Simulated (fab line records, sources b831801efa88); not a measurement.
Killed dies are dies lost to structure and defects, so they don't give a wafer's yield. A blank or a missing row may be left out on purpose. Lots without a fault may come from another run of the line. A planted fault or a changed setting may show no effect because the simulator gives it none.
fab line records | flow sky130
record lots=13 wafers=39 last_day=50
route steps=708 shown LDD_N@253 LDD_P@265
lots that met no fault: from a run of the same line without faults
start_h: hours from the record's first day to the start of the lot's first wafer shown | wait_h: hours since the lot's step before | " the same as in the row above | L1.1+2: a row that stands for several wafers | - no value, or no start given | * or withheld: withheld | < > ~ a bound
route shown NAME@n: a module of which the file shows steps, and the number in the route of the first | usual: mean/standard deviation of fault-free wafers | same: alike in all rows | chamber/n: place in a boat | sites: the reading at each site | _std_site: their standard deviation | _edge_site: outer sites' mean less inner sites' | radius_mm: how far each site lies from the wafer's centre | mask NAME#n: copy n | behind: the tool/chamber that last shaped the wafer | hold: why the lot was held/for how many hours/how that ended | device: the transistor (n, p or np) that didn't switch | end of line: the same wafers' tests at the end of the route | a step without rows: its recipe alone | killed: dies lost to structure and defects at the first sort, not the wafer's yield | map: a wafer's dies, x killed, . not, _ none there
set.NAME: the setting as run; set.NAME@STEP: as run at that earlier step | model.NAME: the simulator's own value behind a step, which no gauge read
steps of the route over a sample of lots; a table a step, a row a wafer
services: from which hour (start_h, from the record's first day; less than 0 if before it) a tool's chamber was out of use, for how many hours, and why
## steps
# step SKY_LDD_N_STRIP_16
# recipe chemistry=O2/N2 power_w=1400 pressure_mtorr=1500 platen_temp_c=withheld o2_flow_sccm=3000 n2_flow_sccm=300 overash_fraction=0.5
# usual chamber_pressure_mTorr=1499.9/1.3 drypump_motor_current_A=5.4/0.37 o2_flow_sccm=3002/16 oes_product_au=0.407/0.0047 strip_time_to_endpoint_s=4.317/0.013
# columns lot.wafer tool chamber start_h wait_h chamber_pressure_mTorr drypump_motor_current_A o2_flow_sccm oes_product_au rf_hours_counter_h strip_time_to_endpoint_s
L301.3 plasma_asher-03 1 409.22 0.1 1499.2 5.2 3004 0.410 - 4.306
L301.5 " 0 " " 1500.4 4.9 2994 0.408 - 4.328
L301.6 " 1 " " 1501.9 5.3 2995 0.406 - 4.318
L303.1 plasma_asher-03 1 442.88 0.1 1503.4 5.2 2972 0.411 61 4.327
L303.2 " 0 " " 1498.9 4.9 2984 0.409 61 4.298
L303.5 " 1 " " 1500.3 5.2 2987 0.404 - 4.304
L304.3 plasma_asher-01 0 442.91 0.1 1500.2 5.9 3003 0.405 - 4.311
L304.4 " 1 " " 1500.1 6.0 3011 0.409 - 4.342
L304.5 " 0 " " 1500.0 6.0 3006 0.416 - 4.329
L308.3 plasma_asher-03 1 469.01 0.1 - - - - - -
L308.4 " 0 " " - - - - - -
L308.6 " 1 " " - - - - - -
L307.2 plasma_asher-01 1 469.28 0.1 - - - - - -
L307.3 " 0 " " - - - - - -
L307.5 " 1 " " - - - - - -
L309.4 plasma_asher-04 0 479.67 0.1 1498.7 5.7 3000 0.410 - 4.325
L309.5 " 1 " " 1498.2 5.6 3010 0.401 - 4.317
L309.6 " 0 " " 1500.1 5.7 2988 0.414 - 4.316
L312.3 plasma_asher-03 1 539.11 0.1 1499.7 5.3 3001 0.391 - 4.326
L312.4 " 0 " " 1498.9 4.9 3001 0.405 - 4.307
L312.5 " 1 " " 1497.4 5.3 3005 0.412 - 4.329
L315.1 plasma_asher-03 1 540.28 0.1 1499.0 5.2 2988 0.404 71 4.312
L315.3 " 1 " " 1501.9 5.3 2999 0.407 - 4.312
L315.4 " 0 " " 1499.4 4.9 2995 0.400 - 4.311
L317.1 plasma_asher-03 0 546.58 0.1 1501.4 4.9 3004 0.403 72 4.294
L317.3 " 0 " " 1497.8 4.9 3004 0.411 - 4.305
L317.5 " 1 " " 1501.3 5.2 3005 0.406 - 4.297
L318.3 plasma_asher-04 0 552.11 0.1 1500.4 5.7 2999 0.400 - 4.301
L318.4 " 1 " " 1498.3 5.6 2994 0.404 - 4.304
L318.5 " 1 " " 1497.7 5.6 2992 0.411 - 4.312
L319.3 plasma_asher-03 0 568.81 0.1 1500.3 4.9 2972 0.409 - 4.307
L319.4 " 1 " " 1502.5 5.2 3001 0.403 - 4.325
L319.5 " 1 " " 1499.8 5.2 2991 0.407 - 4.324
L322.1 plasma_asher-04 0 586.13 0.1 1498.3 5.7 3004 0.409 42 4.329
L322.4 " 1 " " 1501.2 5.6 2990 0.404 - 4.327
L322.6 " 1 " " 1501.2 5.6 3005 0.414 - 4.348
L321.1 plasma_asher-03 1 587.98 0.1 1499.9 5.2 3000 0.401 75 4.320
L321.2 " 0 " " 1498.2 4.9 2994 0.402 75 4.339
L321.5 " 1 " " 1502.4 5.2 2983 0.406 - 4.318
# step SKY_LDD_P_STRIP_10
# recipe chemistry=O2/N2 power_w=1400 pressure_mtorr=1500 platen_temp_c=withheld o2_flow_sccm=3000 n2_flow_sccm=300 overash_fraction=0.5
# usual chamber_pressure_mTorr=1500.0/1.3 drypump_motor_current_A=5.44/0.3 o2_flow_sccm=3000/9.7 oes_product_au=0.715/0.0048 strip_time_to_endpoint_s=14.19/0.043
# columns lot.wafer tool chamber start_h wait_h chamber_pressure_mTorr drypump_motor_current_A o2_flow_sccm oes_product_au rf_hours_counter_h strip_time_to_endpoint_s
L301.3 plasma_asher-04 0 438.24 0.1 1496.3 5.64 3010 0.708 - 14.22
L301.5 " 0 " " 1500.1 5.65 3025 0.720 - 14.15
L301.6 " 1 " " 1501.8 5.58 3000 0.718 - 14.19
L304.3 plasma_asher-02 1 471.93 0.1 1500.9 5.54 2997 0.712 - 14.16
L304.4 " 0 " " 1497.1 5.77 2987 0.711 - 14.20
L304.5 " 1 " " 1499.6 5.53 2986 0.723 - 14.20
L303.1 plasma_asher-04 1 472.15 0.1 1500.9 5.58 3007 0.716 30 14.27
L303.2 " 0 " " 1500.8 5.66 3003 0.722 30 14.22
L303.5 " 0 " " 1502.2 5.63 3005 0.716 - 14.25
L308.3 plasma_asher-04 0 497.94 0.1 1501.2 5.69 3006 0.721 - 18.74
L308.4 " 1 " " 1502.4 5.61 3005 0.715 - 18.78
L308.6 " 0 " " 1498.9 5.67 3012 0.721 - 18.74
L307.2 plasma_asher-02 1 498.20 0.1 1497.9 5.51 2999 0.719 85 18.79
L307.3 " 0 " " 1499.4 5.76 3000 0.714 - 18.77
L307.5 " 0 " " 1499.5 5.75 2994 0.719 - 18.78
L309.4 plasma_asher-03 0 510.57 0.1 1499.7 4.87 3006 0.710 - 14.17
L309.5 " 1 " " 1497.5 5.26 3006 0.717 - 14.11
L309.6 " 0 " " 1501.0 4.86 2997 0.717 - 14.13
L312.3 plasma_asher-02 0 568.48 0.1 1500.1 5.75 2993 0.710 - 14.23
L312.4 " 1 " " 1500.5 5.53 2994 0.710 - 14.26
L312.5 " 1 " " 1500.9 5.53 2998 0.709 - 14.25
L315.1 plasma_asher-03 0 570.00 0.1 1498.7 4.90 3000 0.715 74 14.21
L315.3 " 0 " " 1499.3 4.89 3009 0.710 - 14.17
L315.4 " 1 " " 1500.3 5.23 3007 0.714 - 14.15
L317.1 plasma_asher-04 1 576.55 0.1 1501.3 5.61 2999 0.720 41 14.14
L317.3 " 1 " " 1500.4 5.61 3009 0.721 - 14.18
L317.5 " 1 " " 1502.4 5.58 2995 0.708 - 14.21
L318.3 plasma_asher-04 1 580.93 0.1 1500.4 5.60 3006 0.716 - 14.21
L318.4 " 0 " " 1501.7 5.69 2995 0.708 - 14.13
L318.5 " 0 " " 1500.7 5.67 2983 0.719 - 14.16
L319.3 plasma_asher-03 1 599.24 0.1 1499.4 5.24 2973 0.725 - 14.23
L319.4 " 0 " " 1499.3 4.87 3001 0.706 - 14.20
L319.5 " 1 " " 1500.0 5.23 2979 0.717 - 14.22
L322.1 plasma_asher-03 1 615.50 0.1 1500.3 5.24 2996 0.715 78 14.09
L322.4 " 1 " " 1501.0 5.25 2991 0.726 - 14.13
L322.6 " 1 " " 1499.6 5.22 3006 0.719 - 14.13
L321.1 plasma_asher-02 1 617.25 0.1 1501.2 5.53 3010 0.705 96 14.15
L321.2 " 0 " " 1497.8 5.76 3005 0.714 96 14.13
L321.5 " 0 " " 1499.6 5.76 2993 0.712 - 14.14
# step SKY_LDD_P_TW_MEAS_11
# usual LDD_P_TW=628.6/2.6
# columns lot.wafer tool chamber start_h wait_h hold LDD_P_TW
L301.3 film_metro-03 - 438.32 0.1 - 629.3
L301.5 " - " " - 634.3
L301.6 " - " " - 633.8
L304.3 film_metro-04 - 472.02 0.1 - 631.9
L304.4 " - " " - 631.8
L304.5 " - " " - 633.4
L303.1 film_metro-04 - 472.25 0.1 - 629.9
L303.2 " - " " - 636.2
L303.5 " - " " - 630.7
L308.3 film_metro-03 - 498.02 0.1 await_dispo/0.2h/release 29.7
L308.4 " - " " await_dispo/0.2h/release 29.6
L308.6 " - " " await_dispo/0.2h/release 29.7
L308.3 film_metro-03 - 498.25 0.2 - 29.7
L308.4 " - " " - 29.6
L308.6 " - " " - 29.5
L307.2 film_metro-03 - 498.31 0.1 await_dispo/0.2h/release 29.4
L307.3 " - " " await_dispo/0.2h/release 29.6
L307.5 " - " " await_dispo/0.2h/release 29.6
L307.2 film_metro-03 - 498.54 0.2 - 29.6
L307.3 " - " " - 29.6
L307.5 " - " " - 29.6
L309.4 film_metro-03 - 510.67 0.1 - 625.3
L309.5 " - " " - 628.9
L309.6 " - " " - 629.8
L312.3 film_metro-01 - 568.57 0.1 - 628.8
L312.4 " - " " - 629.5
L312.5 " - " " - 629.2
L315.1 film_metro-01 - 570.10 0.1 - 626.5
L315.3 " - " " - 631.0
L315.4 " - " " - 628.2
L317.1 film_metro-03 - 576.65 0.1 - 626.5
L317.3 " - " " - 628.9
L317.5 " - " " - 628.2
L318.3 film_metro-01 - 581.02 0.1 - 630.4
L318.4 " - " " - 628.3
L318.5 " - " " - 628.0
L319.3 film_metro-03 - 599.32 0.1 - 626.6
L319.4 " - " " - 628.1
L319.5 " - " " - 625.9
L322.1 film_metro-03 - 615.60 0.1 - 628.0
L322.4 " - " " - 627.2
L322.6 " - " " - 627.5
L321.1 film_metro-03 - 617.35 0.1 - 623.4
L321.2 " - " " - 627.5
L321.5 " - " " - 627.5
## services
# columns tool chamber start_h hours kind
plasma_asher-02 - 414.92 3.5 repair
plasma_asher-01 - 421.25 9.0 pm
plasma_asher-01 0 421.25 9.0 vent_cycle
plasma_asher-01 1 421.25 9.0 vent_cycle
plasma_asher-04 - 428.13 2.8 pm
plasma_asher-01 - 430.25 2.8 pm
plasma_asher-01 0 430.25 - clean
plasma_asher-01 1 430.25 - clean
plasma_asher-03 - 464.97 0.4 repair
plasma_asher-01 - 481.52 1.7 repair
plasma_asher-03 - 504.78 2.8 pm
plasma_asher-02 - 516.28 2.8 pm
## key
first_sign step=SKY_LDD_N_STRIP_16 reading=tool_record direction=missing
effect step=SKY_LDD_P_STRIP_10 reading=strip_time_to_endpoint_s direction=up sigmas=99+ usual=* struck=*
effect step=SKY_LDD_P_TW_MEAS_11 reading=visit direction=added
effect step=SKY_LDD_P_TW_MEAS_11 reading=LDD_P_TW direction=down sigmas=99+ usual=628.6 struck=29.6
met_at SKY_LDD_N_STRIP_16
struck_lots L307,L308
scrapped_behind SKY_LDD_P_TW_MEAS_11 L307.2,L307.3,L307.5,L308.3,L308.4,L308.6
onset_between 442.91 469.01
fault kind=skipped_step_whole tool=plasma_asher-01,plasma_asher-03 chamber=- onset_h=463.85 steps=SKY_LDD_N_STRIP_16 scope=struck_lots_only
